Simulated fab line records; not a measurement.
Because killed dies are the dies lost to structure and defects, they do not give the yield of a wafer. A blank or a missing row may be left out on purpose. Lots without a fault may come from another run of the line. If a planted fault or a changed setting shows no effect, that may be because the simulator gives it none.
Which tool did it? | flow gf180mcu | 43 wafers from 15 lots sampled at 4 of the route's 602 steps

== WHAT THE GAUGES SHOWED, per wafer ==
GF_HV_LDD_CD_MEAS_07 targets a cd of 400 nm. Usual: cdNm reads 399.5 nm (standard deviation 2.6).
lot  | measured     | on       | cdNm (nm)         | flag
L256 | day 10 04:26 | cdSem-02 | 397.6 401.6 400.6 | 
L258 | day 10 19:24 | cdSem-01 | 396.5 396.2 395.7 | 
L259 | day 11 03:56 | cdSem-02 | 398.5 398.5 397.6 | 
L260 | day 11 08:51 | cdSem-01 | 402.3 400.8 401.2 | 
L261 | day 11 10:50 | cdSem-01 | 398.6 398.0 396.2 | 
L262 | day 11 17:14 | cdSem-01 | 399.9 398.1 399.7 | 
L265 | day 12 17:46 | cdSem-01 | 402.8 402.4 401.4 | 
L266 | day 12 21:41 | cdSem-02 | 398.8 399.5 399.3 | 
L268 | day 13 13:20 | cdSem-02 | 400.9 399.2 401.0 | 
L269 | day 14 01:32 | cdSem-02 | 396.1 396.2       | 
L270 | day 14 07:50 | cdSem-01 | 400.1 400.7       | 
L271 | day 14 11:21 | cdSem-01 | 397.1 397.6       | 
L277 | day 16 12:53 | cdSem-02 | 398.6 398.5 398.5 | 
L278 | day 16 14:59 | cdSem-01 | 401.4 403.3 404.1 | 
L279 | day 16 23:40 | cdSem-02 | 401.7 400.2 402.7 | 

GF_HV_LDD_TW_MEAS_23. Usual: HV_LDD_2_TW 1048, standard deviation 5.7.
lot  | measured     | on           | HV_LDD_2_TW    | flag
L256 | day 10 23:31 | filmMetro-03 | 1045 1049 1046 | 
L258 | day 11 14:10 | filmMetro-02 | 1049 1048 1046 | 
L259 | day 11 22:48 | filmMetro-03 | 1038 1035 1038 | 
L260 | day 12 03:43 | filmMetro-04 | 1050 1051 1051 | 
L261 | day 12 06:10 | filmMetro-02 | 1052 1063 1055 | 
L262 | day 12 11:56 | filmMetro-02 | 1059 1060 1060 | 
L265 | day 13 14:33 | filmMetro-02 | 1057 1051 1056 | 
L266 | day 13 18:26 | filmMetro-02 | 1054 1049 1055 | 
L268 | day 14 10:11 | filmMetro-04 | 1049 1049 1047 | 
L269 | day 14 23:44 | filmMetro-04 | 1051 1053      | 
L270 | day 15 05:59 | filmMetro-03 | 1046 1047      | 
L271 | day 15 09:07 | filmMetro-03 | 1047 1047      | 
L277 | day 17 12:53 | filmMetro-04 | 1040 1047 1041 | 
L278 | day 17 15:02 | filmMetro-02 | 1046 1044 1048 | 
L279 | day 17 23:30 | filmMetro-03 | 1039 1043 1042 | 

GF_HV_LDD_CD_MEAS_31 targets a cd of 400 nm. Usual: cdNm reads 399.1 nm (standard deviation 2.1).
lot  | measured     | on       | cdNm (nm)         | flag
L256 | day 11 18:04 | cdSem-02 | 398.4 397.2 398.7 | 
L258 | day 12 09:01 | cdSem-01 | 397.3 394.5 397.8 | 
L259 | day 12 17:29 | cdSem-01 | 399.3 401.6 400.7 | 
L260 | day 12 23:31 | cdSem-01 | 398.3 395.6 397.5 | 
L261 | day 13 01:08 | cdSem-02 | 397.8 395.0 396.6 | 
L262 | day 13 08:01 | cdSem-02 | 398.3 397.1 397.9 | 
L265 | day 14 10:26 | cdSem-01 | 401.3 401.0 403.0 | 
L266 | day 14 15:02 | cdSem-01 | 401.2 403.0 401.3 | 
L268 | day 15 06:50 | cdSem-02 | 402.4 401.5 402.3 | 
L269 | day 15 21:14 | cdSem-01 | 400.4 398.8       | 
L270 | day 16 03:58 | cdSem-01 | 400.7 399.3       | 
L271 | day 16 07:24 | cdSem-02 | 402.3 403.1       | 
L277 | day 18 12:07 | cdSem-02 | 397.1 397.0 398.3 | 
L278 | day 18 14:35 | cdSem-01 | 396.1 399.2 399.5 | 
L279 | day 18 23:27 | cdSem-01 | 402.8 401.8 402.8 | 

== WHAT TOOL EACH LOT RAN ON (gives the tool, then ch and the chambers of the sampled wafers, and finally the start) ==
lot  | GF_POLY_GATE_ETCH_13
L256 | rieSi-02 ch 1,2, day 9 09:02
L258 | rieSi-01 ch 0,1, day 10 00:23
L259 | rieSi-01 ch 0,3, day 10 07:33
L260 | rieSi-02 ch 0,3, day 10 11:36
L261 | rieSi-02 ch 0,1,2, day 10 15:02
L262 | rieSi-01 ch 1,3, day 10 21:45
L265 | rieSi-02 ch 1,2,3, day 11 20:51
L266 | rieSi-02 ch 1,2,3, day 11 23:55
L268 | rieSi-01 ch 2,3, day 12 15:52
L269 | rieSi-02 ch 0,1, day 13 04:05
L270 | rieSi-02 ch 0,1, day 13 07:20
L271 | rieSi-02 ch 0,3, day 13 13:34
L277 | rieSi-01 ch 1,2,3, day 15 11:44
L278 | rieSi-01 ch 1,2,3, day 15 15:28
L279 | rieSi-01 ch 0,1,2, day 15 23:15
- GF_POLY_GATE_ETCH_13: etches poly-Si in HBr/Cl2, stops on SiO2, target depth 198.5 nm, time 69.6 s.

== WHAT THE TOOLS THEMSELVES READ (means of the sampled wafers that have a number; where no wafer has one, the mark that the record gives instead) ==
GF_POLY_GATE_ETCH_13. Usual: drypumpMotorCurrentA 5.53 A, standard deviation 0.17; oesProductAu 0.992 a.u., standard deviation 0.0075; runLengthS 98.1 s, standard deviation 0.43; throttleValvePct 33.684 %, standard deviation 0.0085.
lot  | tool     | drypumpMotorCurrentA (A) | oesProductAu (a.u.) | runLengthS (s) | throttleValvePct (%) | flag
L256 | rieSi-02 | 5.39                     | 0.984               | 98.2           | 33.680               | 
L258 | rieSi-01 | 5.70                     | 0.989               | 98.0           | 33.679               | 
L259 | rieSi-01 | 5.68                     | 0.996               | 98.4           | 33.687               | 
L260 | rieSi-02 | 5.55                     | 0.995               | 98.4           | 33.683               | 
L261 | rieSi-02 | 5.43                     | 0.997               | 98.2           | 33.685               | 
L262 | rieSi-01 | 5.71                     | 0.992               | 97.6           | 33.688               | 
L265 | rieSi-02 | 5.44                     | 0.988               | 98.0           | 33.686               | 
L266 | rieSi-02 | 5.43                     | 0.996               | 98.2           | 33.680               | 
L268 | rieSi-01 | 5.42                     | 0.992               | 98.7           | 33.687               | 
L269 | rieSi-02 | 5.39                     | 1.000               | 88.7           | 33.693               | OFF
L270 | rieSi-02 | 5.45                     | 1.001               | 91.9           | 33.680               | OFF
L271 | rieSi-02 | 5.56                     | 1.024               | 78.7           | 33.691               | OFF
L277 | rieSi-01 | 5.56                     | 0.990               | 97.9           | 33.686               | 
L278 | rieSi-01 | 5.54                     | 0.991               | 98.0           | 33.680               | 
L279 | rieSi-01 | 5.59                     | 0.986               | 98.1           | 33.680               | 

== THE ANSWER, worked out from the rows above alone ==
Rule: lot off if the mean of its wafers having a number is beyond 3 standard deviations from the usual mean. Also off: a lot with no number at a reading for which 4 or more lots have one. The other lots that the step has rows for count as sound. After the gauges, taken in route order, come the tools' own readings; for these a lot's mean is taken, as printed above. The first step at which some lot is off is used, and at that step the reading that is off furthest; a lot without a number counts as furthest.
Off at GF_POLY_GATE_ETCH_13 (runLengthS): L269, L270, L271.
If a tool, at that step or one of the process steps before it, ran each lot that is off and ran no sound lot following the first of them, it fits. One candidate fits, namely rieSi-02 at GF_POLY_GATE_ETCH_13. Its last sound lot is L266 (day 11 23:55), its first lot that is off L269 (day 13 04:05): a fault that began between those two fits.
On the lots that are off, the tool's own readings at GF_POLY_GATE_ETCH_13 differ by more than 5 times the standard deviation of the sound lots' means, which bears it out; runLengthS reads 86.4 s there versus 98.1 s on the sound lots.

== WHAT THE SIMULATOR HAD PUT IN ==
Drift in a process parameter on rieSi-02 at GF_POLY_GATE_ETCH_13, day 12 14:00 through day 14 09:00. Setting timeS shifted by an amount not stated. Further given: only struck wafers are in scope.
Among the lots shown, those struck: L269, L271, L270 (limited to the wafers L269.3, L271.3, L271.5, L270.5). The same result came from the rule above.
